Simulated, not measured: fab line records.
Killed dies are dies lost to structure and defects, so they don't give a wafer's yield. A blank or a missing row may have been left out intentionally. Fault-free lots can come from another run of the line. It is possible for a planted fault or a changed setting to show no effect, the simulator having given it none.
Comparing a struck lot with a sound one :: flow sky130 :: 17 out of 708 route steps
Sound: wafers L384.1, L384.2, L384.4. Wafers L387.2, L387.4, L387.6 were the ones struck. The cause is named last.
Order at every step that has rows: each side's tool, ch and its chambers, its first start. Under that, the readings that differ: sound wafers :: struck wafers :: difference of the means :: sigmas: that difference in standard deviations of wafers without a fault.
alike: same words and numbers on both sides, and readings whose means sit less than 2 such deviations apart. not compared: any withheld reading, any reading some wafer has no value for, any bound like >300 that may hide the same value, and any number with overlapping values for which the record gives no deviation.
Wherever a step has rows on one side only, a row that says differs or no value, or a row with sigmas, the two part there. When numbers do not overlap yet have no deviation, they are printed without sigmas and do not part them. A reading missing from all wafers of one side parts the sides only when that side holds two or more wafers.

first, 2 steps without rows for these wafers: SKY_NWELL_IMPLANT_12; SKY_NWELL_IMPLANT_13.
SKY_NWELL_STRIP_14: strips in O2/N2.
  sound on plasma-asher-02 ch 0,1, day 7 11:58; struck on plasma-asher-01 ch 0,1, day 8 03:24
reading: strip-time-to-endpoint-s (s)
sound: 36.89 36.84 36.82
struck: 37.01 37.13 37.10
difference: +0.23
sigmas: +2
  alike: drypump-motor-current-A, oes-product-au
  not compared: rf-hours-counter-h
SKY_NWELL_TW_MEAS_15:
  sound on film-metro-01, day 7 12:04; struck on film-metro-04, day 8 03:31
  alike: NWELL_TW
then, 7 steps without rows for these wafers: SKY_NWELL_DEHYDRATE_16 (time 60 s); SKY_NWELL_HMDS_17 (prime time 60 s); SKY_NWELL_COAT_18 (resist thk 3000 nm); SKY_NWELL_SOFTBAKE_19; SKY_NWELL_EXPOSE_20 (exposes mask NWM COMPLEMENT, target cd 840 nm); SKY_NWELL_PEB_21; SKY_NWELL_DEVELOP_22 (develop time 60 s).
SKY_NWELL_OVL_MEAS_23:
  sound on overlay-02, day 8 07:54; struck on overlay-01, day 9 00:43
  alike: NWELL_01_OVL
SKY_NWELL_IMPLANT_24:
  sound on implanter-01 ch 0, day 8 07:56; struck on implanter-04 ch 0, day 9 00:47
reading: dose-ions-cm2
sound: 9.207e+12 9.217e+12 9.211e+12
struck: 1.0309e+13 1.0295e+13 1.0298e+13
difference: +1.0890e+12
sigmas: +99 or more

reading: faraday-current-uA
sound: 52.0 53.4 51.2
struck: 58.4 57.7 59.4
difference: +6.3
sigmas: +6
  alike: beam-on-s
SKY_NWELL_STRIP_25: strips in O2/N2.
  sound on plasma-asher-03 ch 0,1, day 8 08:05; struck on plasma-asher-02 ch 0,1, day 9 00:54
  alike: drypump-motor-current-A, oes-product-au, strip-time-to-endpoint-s
  not compared: rf-hours-counter-h
SKY_NWELL_TW_MEAS_26:
  sound on film-metro-01, day 8 08:11; struck on film-metro-03, day 9 01:01
reading: NWELL_2_TW
sound: 496 496 495
struck: 522 524 525
difference: +28
sigmas: +4
then, 1 step without rows for these wafers: SKY_NWELL_CLEAN_27 (cleans in SC1/SC2, time 150 s).
-- the record jumps here: 40 days lie between the struck wafers' starts before and after (it left off in module NWELL and takes up again in module PAD_OPEN, whose first step shown is number 708 of the route) --
SKY_PAD_OPEN_PROBE_99:
  sound on prober-01, day 48 11:13; struck on prober-02, day 49 02:07
reading: model.etest.pfet_16v.r-on-ohm-um
sound: 1.531e+04 1.507e+04 1.488e+04
struck: 1.419e+04 1.445e+04 1.416e+04
difference: -8.200e+02
sigmas: 

reading: model.etest.res-iso-pwell.rs-ohm-sq
sound: 3179 3122 2969
struck: 2850 2912 2790
difference: -239
sigmas: 

reading: model.etest.res-pwell-under-gate.rs-ohm-sq
sound: 2260 2277 2261
struck: 2134 2132 2130
difference: -134
sigmas: 

reading: model.etest.res-iso-pwell.line-ohm-um
sound: 1195 1187 1154
struck: 1090 1109 1052
difference: -95
sigmas: 

reading: model.etest.pfet_16v.drive-ua-um
sound: 246.7 245.4 248
struck: 257.2 254.2 258.5
difference: +9.9
sigmas: 

reading: model.etest.res-nwell.width-nm (nm)
sound: 843.9 843.7 846.4
struck: 843.4 840 836.5
difference: -4.7
sigmas: 

reading: model.etest.field-n.vt-v (V)
sound: 36.68 36.45 35.79
struck: 38.12 38.13 37.92
difference: +1.75
sigmas: 
  alike: killed_at_M0_to_M3, killed_at_M4_up, killed-at-contacts, killed-at-front-end, killed-at-other, killed-dies, killed-open, killed-short

WHERE THEY PART
Last at SKY_NWELL_TW_MEAS_26 as far as this record goes, first at SKY_NWELL_STRIP_14. Later steps at which nothing parts them and some readings are alike: SKY_PAD_OPEN_PROBE_99.

WHY: the cause the simulator had injected
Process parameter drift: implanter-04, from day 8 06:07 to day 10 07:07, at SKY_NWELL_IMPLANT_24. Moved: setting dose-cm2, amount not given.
